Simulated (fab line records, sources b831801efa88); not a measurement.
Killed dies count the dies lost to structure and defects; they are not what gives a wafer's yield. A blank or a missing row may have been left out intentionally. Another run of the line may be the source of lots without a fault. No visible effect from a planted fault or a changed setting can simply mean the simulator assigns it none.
Chamber matching    flow gf180mcu    3 sister chambers for GF_V2_CVD_00 on hdpcvd-01
The step deposits SiO2, target thk 600 nm, time 100 s. 18 wafers are shown with their chamber, then 8 later ones without.

WAFERS PAIRED WITH THEIR CHAMBERS
wafer   chamber  sih4 flow sccm (sccm)
L145.2  2        59.99
L145.4  0        59.91
L145.5  2        60.13
L146.4  0        60.08
L146.5  1        59.89
L146.6  0        59.97
L150.1  1        59.97
L150.3  2        59.92
L150.4  1        59.85
L151.2  1        59.93
L151.5  1        59.98
L161.4  2        60.07
L161.5  1        60.10
L161.6  0        59.86
L162.2  2        59.96
L162.3  0        60.20
L162.4  1        60.00
L164.1  0        59.79

SIGNATURES (means of the wafers above)
reading         chamber 0  chamber 1  chamber 2  scatter within a chamber
sih4 flow sccm  59.9683    59.9600    60.0140    0.11
Rule: a wafer's distance from a chamber is the root of the sum, over the readings, of the square of ((its reading less the chamber's mean) divided by the reading's scatter). If the next closest chamber is less than 2 further off than the closest, the wafer can't be placed; otherwise it belongs to the closest. The scatter: take each reading less its chamber's mean, square it, sum over the shown wafers, divide by the number of wafers less the number of chambers, and take the root.

WAFERS WITH NO CHAMBER GIVEN
wafer   sih4 flow sccm (sccm)
L164.4  60.21
L164.5  59.82
L165.1  60.22
L165.4  60.22
L165.5  60.10
L167.2  60.25
L167.3  59.83
L167.6  60.02

CHAMBER TAKEN BY EACH
wafer   from the rows above           in truth
L164.4  can't be placed: 2 or 0 or 1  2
L164.5  can't be placed: 1 or 0 or 2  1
L165.1  can't be placed: 2 or 0 or 1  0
L165.4  can't be placed: 2 or 0 or 1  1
L165.5  can't be placed: 2 or 0 or 1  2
L167.2  can't be placed: 2 or 0 or 1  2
L167.3  can't be placed: 1 or 0 or 2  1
L167.6  can't be placed: 2 or 0 or 1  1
Correctly placed: 0 of 8. Unplaceable from these rows: 8, with the true chamber sitting among the candidates in 8. Number placed wrongly: 0.
